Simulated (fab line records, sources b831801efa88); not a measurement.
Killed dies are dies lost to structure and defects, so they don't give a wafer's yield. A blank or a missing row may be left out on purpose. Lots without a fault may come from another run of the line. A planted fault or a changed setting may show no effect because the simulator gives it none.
Chamber matching | flow sky130 | SKY_FIELD_ISO_CMP_27 on cmp-01: 4 sister chambers
The step polishes, stops on Si3N4, t overpolish 16 s, target thk 457.8 nm. 4 wafers are shown with their chamber, then 8 later ones without.

WAFERS WITH THEIR CHAMBER
wafer  | chamber | motor_current_A (A)
L931.6 | 0       | 15.1
L932.5 | 3       | 13.4
L938.6 | 1       | 12.2
L940.2 | 2       | 13.5

WAFERS WITHOUT THEIR CHAMBER
wafer  | motor_current_A (A)
L940.3 | 14.8
L940.5 | 13.7
L942.2 | 15.0
L942.3 | 13.3
L942.6 | 14.7
L946.1 | 13.3
L946.4 | 14.4
L946.5 | 13.4

WHICH CHAMBER EACH WENT THROUGH
wafer  | from the rows above          | in truth
L940.3 | 0                            | 0
L940.5 | can't be placed: 2 or 3      | 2
L942.2 | 0                            | 0
L942.3 | can't be placed: 3 or 2      | 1
L942.6 | 0                            | 0
L946.1 | can't be placed: 3 or 2      | 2
L946.4 | can't be placed: 0 or 2 or 3 | 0
L946.5 | can't be placed: 3 or 2      | 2
Placed correctly: 3 of 8. Can't be placed from these rows: 5 (the true chamber is among the candidates in 4). Placed wrongly: 0.
How it was worked out, from the rows above alone: a wafer's distance from a chamber is the root of the sum, over the readings, of the square of ((its reading less the chamber's mean) divided by the reading's scatter). The wafer belongs to the nearest chamber; if the next one is less than 2 further off, it can't be placed. A chamber's mean is the mean of its shown wafers. The scatter: with one shown wafer a chamber, the root of the mean of the squares of how far each hidden wafer lies from its nearest shown one.
